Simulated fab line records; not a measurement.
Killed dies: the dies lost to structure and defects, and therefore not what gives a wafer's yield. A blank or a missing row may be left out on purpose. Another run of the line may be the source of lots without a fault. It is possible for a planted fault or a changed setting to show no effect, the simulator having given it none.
Which of the tools did it? | flow sky130 | 42 wafers from 14 lots sampled at 6 of the route's 708 steps

WHAT EACH GAUGE READ, for each wafer
SKY_FIELD_ISO_THK_MEAS_23. Usual: FIELD_ISO_OXIDATION_01_THK typically reads 9.92 nm, with standard deviation 0.2.
lot  | measured    | on           | FIELD_ISO_OXIDATION_01_THK (nm) | flag
L329 | day 2 18:52 | filmMetro-03 | 9.83 9.87 9.95                  | 
L331 | day 3 04:42 | filmMetro-03 | 9.91 9.86 9.71                  | 
L333 | day 3 19:49 | filmMetro-01 | 9.67 9.81 9.76                  | 
L336 | day 4 09:22 | filmMetro-03 | 9.84 9.79 9.88                  | 
L337 | day 4 15:04 | filmMetro-03 | 9.73 9.48 9.66                  | 
L338 | day 4 18:52 | filmMetro-04 | 9.75 9.73 9.65                  | 
L340 | day 5 08:17 | filmMetro-04 | 9.97 9.85 9.94                  | 
L343 | day 5 21:56 | filmMetro-01 | 10.05 10.12 9.86                | 
L344 | day 6 02:49 | filmMetro-01 | 9.91 9.90 10.18                 | 
L346 | day 6 12:11 | filmMetro-04 | 9.95 9.89 9.87                  | 
L347 | day 6 15:22 | filmMetro-03 | 9.92 9.81 9.79                  | 
L348 | day 6 20:26 | filmMetro-04 | 9.89 10.16 10.18                | 
L349 | day 7 01:46 | filmMetro-03 | 9.63 9.61 9.60                  | 
L350 | day 7 05:52 | filmMetro-03 | 9.70 9.72 9.57                  | 

SKY_VT_ADJUST_HVTP_OVL_MEAS_08. Usual: VT_ADJUST_HVTP_OVL typically reads -0.3 nm, with standard deviation 1.4.
lot  | measured     | on         | VT_ADJUST_HVTP_OVL (nm) | flag
L329 | day 6 13:54  | overlay-01 | 0.0 -0.6 0.2            | 
L331 | day 7 02:10  | overlay-02 | -1.9 -1.1 0.4           | 
L333 | day 7 19:31  | overlay-01 | 1.0 0.7 1.6             | 
L336 | day 8 16:04  | overlay-01 | 1.7 0.8 1.0             | 
L337 | day 8 21:31  | overlay-02 | 0.5 -0.3 0.0            | 
L338 | day 9 02:03  | overlay-02 | -0.7 0.0 -0.1           | 
L340 | day 9 18:59  | overlay-02 | -1.2 1.4 -1.0           | 
L343 | day 10 09:39 | overlay-01 | 0.2 -2.3 -0.3           | 
L344 | day 10 15:57 | overlay-02 | -1.0 -0.7 -0.6          | 
L346 | day 11 04:16 | overlay-01 | -0.2 1.1 0.1            | 
L347 | day 11 07:03 | overlay-01 | 1.6 1.5 0.7             | 
L348 | day 11 13:40 | overlay-01 | -1.8 1.1 0.3            | 
L349 | day 11 21:46 | overlay-02 | -0.3 0.2 0.2            | 
L350 | day 12 02:13 | overlay-01 | -1.4 -1.1 -3.1          | 

SKY_VT_ADJUST_LVTN_OVL_MEAS_18. Usual: VT_ADJUST_LVTN_01_OVL typically reads -1.3 nm, with standard deviation 1.2.
lot  | measured     | on         | VT_ADJUST_LVTN_01_OVL (nm) | flag
L329 | day 8 04:29  | overlay-01 | -1.3 -2.6 -0.4             | 
L331 | day 8 19:40  | overlay-02 | -0.6 0.5 -2.4              | 
L333 | day 9 13:40  | overlay-02 | -1.2 -1.8 -1.6             | 
L336 | day 10 12:29 | overlay-01 | -0.2 -0.7 -1.5             | 
L337 | day 10 18:12 | overlay-02 | -2.4 -1.1 -2.5             | 
L338 | day 10 22:50 | overlay-02 | -0.7 -3.3 -2.9             | 
L340 | day 11 17:01 | overlay-02 | -1.5 -2.7 -1.3             | 
L343 | day 12 09:08 | overlay-01 | -0.6 -3.9 -1.7             | 
L344 | day 12 16:03 | overlay-01 | 1.1 -0.6 1.3               | 
L346 | day 13 05:31 | overlay-01 | -1.7 -1.6 -1.2             | 
L347 | day 13 08:25 | overlay-02 | -0.2 0.8 -1.5              | 
L348 | day 13 16:41 | overlay-01 | -0.3 -0.3 -0.3             | 
L349 | day 14 01:22 | overlay-01 | 1.0 -2.7 -1.8              | 
L350 | day 14 05:48 | overlay-02 | -1.2 -1.3 -1.4             | 

SKY_VT_ADJUST_LVTN_TW_MEAS_21. Usual: VT_ADJUST_LVTN_2_TW typically reads 186.8, with standard deviation 0.93.
lot  | measured     | on           | VT_ADJUST_LVTN_2_TW | flag
L329 | day 8 04:47  | filmMetro-02 | 187.1 187.1 187.4   | 
L331 | day 8 19:58  | filmMetro-03 | 186.1 186.4 186.4   | 
L333 | day 9 13:57  | filmMetro-03 | 187.1 186.7 186.4   | 
L336 | day 10 12:47 | filmMetro-02 | 187.0 186.0 184.5   | 
L337 | day 10 18:29 | filmMetro-02 | 29.8 29.7 29.6      | OFF
L338 | day 10 23:08 | filmMetro-03 | 29.8 29.8 30.0      | OFF
L340 | day 11 17:18 | filmMetro-02 | 185.7 185.8 187.2   | 
L343 | day 12 09:26 | filmMetro-03 | 188.0 187.8 187.4   | 
L344 | day 12 16:20 | filmMetro-01 | 186.8 187.1 188.0   | 
L346 | day 13 05:49 | filmMetro-02 | 185.7 185.7 186.0   | 
L347 | day 13 08:42 | filmMetro-01 | 187.2 188.1 187.2   | 
L348 | day 13 16:59 | filmMetro-02 | 185.2 184.7 186.4   | 
L349 | day 14 01:40 | filmMetro-01 | 187.2 187.0 186.8   | 
L350 | day 14 06:06 | filmMetro-03 | 186.9 186.7 186.9   | 

WHICH TOOL RAN EACH LOT (tool, then ch and the chambers of the sampled wafers, then the start)
lot  | SKY_VT_ADJUST_LVTN_STRIP_09         | SKY_VT_ADJUST_LVTN_STRIP_20
L329 | plasmaAsher-04 ch 0,1, day 7 09:32  | plasmaAsher-01 ch 0,1, day 8 04:41
L331 | plasmaAsher-01 ch 0,1, day 7 22:47  | plasmaAsher-01 ch 0,1, day 8 19:52
L333 | plasmaAsher-04 ch 0,1, day 8 15:50  | plasmaAsher-01 ch 0, day 9 13:51
L336 | plasmaAsher-04 ch 0,1, day 9 14:12  | plasmaAsher-04 ch 0,1, day 10 12:41
L337 | plasmaAsher-01 ch 0,1, day 9 19:45  | plasmaAsher-01 ch 0,1, day 10 18:23
L338 | plasmaAsher-04 ch 0,1, day 10 00:32 | plasmaAsher-04 ch 0,1, day 10 23:02
L340 | plasmaAsher-03 ch 0,1, day 10 17:44 | plasmaAsher-01 ch 0,1, day 11 17:12
L343 | plasmaAsher-01 ch 0,1, day 11 08:57 | plasmaAsher-04 ch 0,1, day 12 09:20
L344 | plasmaAsher-04 ch 0, day 11 15:44   | plasmaAsher-03 ch 0,1, day 12 16:14
L346 | plasmaAsher-01 ch 0,1, day 12 04:44 | plasmaAsher-04 ch 0,1, day 13 05:44
L347 | plasmaAsher-03 ch 0,1, day 12 07:32 | plasmaAsher-01 ch 0,1, day 13 08:36
L348 | plasmaAsher-01 ch 0,1, day 12 14:23 | plasmaAsher-04 ch 0,1, day 13 16:53
L349 | plasmaAsher-01 ch 0,1, day 12 23:29 | plasmaAsher-01 ch 0,1, day 14 01:33
L350 | plasmaAsher-01 ch 0,1, day 13 04:10 | plasmaAsher-01 ch 0,1, day 14 06:01
- SKY_VT_ADJUST_LVTN_STRIP_09: strips in O2/N2.
- SKY_VT_ADJUST_LVTN_STRIP_20: strips in O2/N2.

WHAT THE TOOLS THEMSELVES READ (means of the sampled wafers that have a number; where no wafer has one, the mark that the record gives instead)
SKY_VT_ADJUST_LVTN_STRIP_09. Usual: chamberPressureMTorr 1500.0 mTorr, standard deviation 1.4; drypumpMotorCurrentA 5.6 A, standard deviation 0.54; oesProductAu 0.722 a.u., standard deviation 0.0043; stripTimeToEndpointS 36.98 s, standard deviation 0.095.
lot  | tool           | chamberPressureMTorr (mTorr) | drypumpMotorCurrentA (A) | oesProductAu (a.u.) | stripTimeToEndpointS (s) | flag
L329 | plasmaAsher-04 | 1498.6                       | 5.8                      | 0.722               | 36.97                    | 
L331 | plasmaAsher-01 | 1498.9                       | 5.7                      | 0.720               | 37.03                    | 
L333 | plasmaAsher-04 | 1500.3                       | 5.4                      | 0.717               | 36.79                    | 
L336 | plasmaAsher-04 | 1500.9                       | 5.4                      | 0.719               | 36.84                    | 
L337 | plasmaAsher-01 | -                            | -                        | -                   | -                        | OFF
L338 | plasmaAsher-04 | -                            | -                        | -                   | -                        | OFF
L340 | plasmaAsher-03 | 1500.3                       | 5.7                      | 0.725               | 37.14                    | 
L343 | plasmaAsher-01 | 1499.6                       | 5.5                      | 0.727               | 37.06                    | 
L344 | plasmaAsher-04 | 1499.4                       | 6.2                      | 0.719               | 36.92                    | 
L346 | plasmaAsher-01 | 1500.1                       | 5.7                      | 0.716               | 36.99                    | 
L347 | plasmaAsher-03 | 1499.5                       | 5.3                      | 0.724               | 37.05                    | 
L348 | plasmaAsher-01 | 1499.1                       | 5.7                      | 0.721               | 37.08                    | 
L349 | plasmaAsher-01 | 1500.1                       | 5.5                      | 0.720               | 36.99                    | 
L350 | plasmaAsher-01 | 1500.5                       | 5.5                      | 0.725               | 37.02                    | 

SKY_VT_ADJUST_LVTN_STRIP_20. Usual: chamberPressureMTorr 1500.0 mTorr, standard deviation 1.4; drypumpMotorCurrentA 5.6 A, standard deviation 0.51; oesProductAu 0.716 a.u., standard deviation 0.0044; stripTimeToEndpointS 14.20 s, standard deviation 0.039.
lot  | tool           | chamberPressureMTorr (mTorr) | drypumpMotorCurrentA (A) | oesProductAu (a.u.) | stripTimeToEndpointS (s) | flag
L329 | plasmaAsher-01 | 1499.2                       | 5.7                      | 0.718               | 14.16                    | 
L331 | plasmaAsher-01 | 1500.6                       | 5.5                      | 0.713               | 14.22                    | 
L333 | plasmaAsher-01 | 1499.8                       | 5.3                      | 0.713               | 14.19                    | 
L336 | plasmaAsher-04 | 1500.9                       | 5.8                      | 0.717               | 14.17                    | 
L337 | plasmaAsher-01 | 1500.5                       | 5.7                      | 0.729               | 58.79                    | OFF
L338 | plasmaAsher-04 | 1501.1                       | 5.8                      | 0.726               | 58.76                    | OFF
L340 | plasmaAsher-01 | 1500.5                       | 5.8                      | 0.718               | 14.19                    | 
L343 | plasmaAsher-04 | 1500.7                       | 5.4                      | 0.716               | 14.18                    | 
L344 | plasmaAsher-03 | 1501.1                       | 5.3                      | 0.717               | 14.21                    | 
L346 | plasmaAsher-04 | 1501.2                       | 5.4                      | 0.716               | 14.23                    | 
L347 | plasmaAsher-01 | 1499.0                       | 5.5                      | 0.718               | 14.21                    | 
L348 | plasmaAsher-04 | 1500.1                       | 5.8                      | 0.713               | 14.27                    | 
L349 | plasmaAsher-01 | 1499.6                       | 5.5                      | 0.716               | 14.20                    | 
L350 | plasmaAsher-01 | 1500.4                       | 5.7                      | 0.714               | 14.16                    | 

THE ANSWER, worked out from the rows above alone
Rule: take the mean of a lot's wafers that have a number; if it is more than 3 standard deviations from the usual mean, the lot is off. A lot without any number at a reading at which 4 lots or more have one is off too. Where the step has rows for the other lots, those lots are counted as sound. The gauges are gone through in route order, then the tools' own readings, and for those a lot's mean is taken as printed above. The first step at which some lot is off is used, and at that step the reading that is off furthest; a lot without a number counts as furthest.
Off: at SKY_VT_ADJUST_LVTN_TW_MEAS_21 (VT_ADJUST_LVTN_2_TW), L337, L338.
If a tool, at a process step before that reading, ran all the lots that are off and no sound lot after the first of them, it fits. Not tried: the gauges at SKY_VT_ADJUST_LVTN_TW_MEAS_21; whatever is off there is also off at SKY_VT_ADJUST_LVTN_STRIP_09, on other tools, and gauge error can't account for it. No candidate that was tried fits.

WHAT WAS PUT IN BY THE SIMULATOR
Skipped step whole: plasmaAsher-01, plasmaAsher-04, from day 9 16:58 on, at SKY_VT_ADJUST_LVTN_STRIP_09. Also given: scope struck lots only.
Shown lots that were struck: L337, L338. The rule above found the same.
